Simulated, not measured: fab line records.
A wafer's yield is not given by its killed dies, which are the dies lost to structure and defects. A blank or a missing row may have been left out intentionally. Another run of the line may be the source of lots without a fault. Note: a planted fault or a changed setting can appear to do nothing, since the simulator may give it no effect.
Problem report in the 8D (eight disciplines) form, filled by code :: flow gf180mcu :: the parts of the form that need people (team, actions taken, sign-off) are left out

## 1. WHAT WENT WRONG
At GF_STI_ETCH_14, run length s averages 89.2 s over 3 wafers from 3 lots, while fault-free wafers read 131.3 s, standard deviation 0.43. That is -98 standard deviations from the usual mean.
The step: etches Si in HBr/Cl2/O2, target depth 360 nm, time 102.9 s.
Seen first at day 3 13:31 on rie si-02, wafer L229.1. Wafers with a number at this step in the record: 43, from 15 lots. By rule, "out" or "out of limits" means more than 4 standard deviations away from the usual mean. The other wafers with a number count as sound.

## 2. WHAT IT IS, WHAT IT ISN'T
question: which readings at this step
is: run length s
is not: chamber pressure mTorr, drypump motor current A, oes product au, throttle valve pct

question: which lots
is: L229, L231, L233
is not: L222, L223, L224, L225, L226, L227, L228, L238, L241, L243, L244, L245

question: which wafers of those lots
is: L229.1, L231.5, L233.1
is not: L229.4, L229.6, L231.6, L233.2

question: read on which tools
is: rie si-02
is not: rie si-01

question: when
is: from day 3 13:31
is not: up to then (23 sound wafers); but 17 sound wafers of L231, L233, L238, L241, L243, L244, L245 came after

## 3. SUSPECTS, AND WHAT RULES EACH OUT
Counting: if a tool at a process step up to the reading ran every lot that is out, it stays a suspect. Sound lots after the first of them don't rule it out here, since some wafers of a struck lot are sound.
- rie si-02 at GF_STI_ETCH_14 (etches Si in HBr/Cl2/O2, target depth 360 nm, time 102.9 s): kept. Ran every lot that is out, first one L229 (day 3 13:31); last sound lot up to then L227 (day 3 03:37). Out on those wafers are its own readings of run length s.
After counting, what remains is rie si-02 at GF_STI_ETCH_14.

## 4. THE CAUSE (what the simulator had put in)
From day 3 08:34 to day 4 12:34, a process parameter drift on rie si-02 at GF_STI_ETCH_14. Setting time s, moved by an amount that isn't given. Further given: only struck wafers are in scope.
This tool alone remained once counting was done.

## 5. THE CHAIN OF EFFECTS, in route order
Rows list readings where the struck wafers' mean (over those with a number) sits beyond 3 standard deviations from the usual. Readings are gone through only where the record gives a usual standard deviation; hours: the median, over the lots, of the time from a lot's start at the first step in this table giving one to that lot's start at this step; sigmas: the change measured in usual standard deviations.
hours: 0
step: GF_STI_ETCH_14
reading: run length s
usual: 131.3 s
on struck wafers: 89.2
change: -42.1
sigmas: -98

hours: 0
step: GF_STI_STRIP_15
reading: oes product au
usual: 0.384 a.u.
on struck wafers: 0.410
change: +0.026
sigmas: +5.7

hours: 0
step: GF_STI_STRIP_15
reading: strip time to endpoint s
usual: 3.73 s
on struck wafers: 4.26
change: +0.53
sigmas: +16
Process steps it contains:
- GF_STI_ETCH_14: etches Si in HBr/Cl2/O2, target depth 360 nm, time 102.9 s.
- GF_STI_STRIP_15: strips in O2/N2.
At these later measuring or inspecting steps, every struck wafer for which the step has a row has a number for every such reading, and none has moved that far: GF_V4_THK_MEAS_25.

## 6. WHAT WOULD HAVE CAUGHT IT SOONER
First out-of-limits reading in this record: day 3 13:31, which is 5 hours after fault onset at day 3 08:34.
